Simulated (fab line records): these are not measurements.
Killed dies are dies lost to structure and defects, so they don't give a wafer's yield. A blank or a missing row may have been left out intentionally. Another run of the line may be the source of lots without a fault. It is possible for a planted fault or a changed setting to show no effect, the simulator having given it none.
A single fault, viewed from 2 desks -- flow sky130 -- what lay behind the numbers comes last; until then each desk has only its own

## TOOL OWNER'S DESK, litho-track-01
The tool's own readings at SKY_METAL4_DEVELOP_12 (develop time 60 s): means of the sampled wafers that have a number, for each lot that ran on this tool. Any lot whose mean is over 4 standard deviations away from the usual mean is out of limits and marked OUT; that distance is given in the brackets.
Columns: A = chill-plate-temp-C at SKY_METAL4_DEVELOP_12, usual 22.99 C; B = developer-temp-C at SKY_METAL4_DEVELOP_12, usual 21.01 C; C = exhaust-pa at SKY_METAL4_DEVELOP_12, usual 44.6 Pa
lot,first seen here,A,B,C
L221,day 44 07:00,22.89,21.00,43.8
This desk's finding: nothing out of limits on the one lot.

## FROM THE METROLOGY DESK
What the gauges read for every lot (on any tool): the sampled wafers with a number, averaged. Any lot whose mean is over 4 standard deviations away from the usual mean is out of limits and marked OUT; that distance is given in the brackets.
Columns: A = cd-nm at SKY_METAL4_CD_MEAS_13, usual 299.5 nm
lot,first seen here,A
L215,day 42 07:50,299.0
L221,day 44 07:13,300.5
L231,day 46 12:55,297.7
L232,day 47 02:06,301.4
Finding of this desk: none of the 4 lots has anything out of limits.

## BROUGHT TOGETHER
Nothing out of limits was seen by the tool owner's desk.
Metrology desk: nothing out of limits seen.

## WHAT HAD BEEN PUT IN BY THE SIMULATOR
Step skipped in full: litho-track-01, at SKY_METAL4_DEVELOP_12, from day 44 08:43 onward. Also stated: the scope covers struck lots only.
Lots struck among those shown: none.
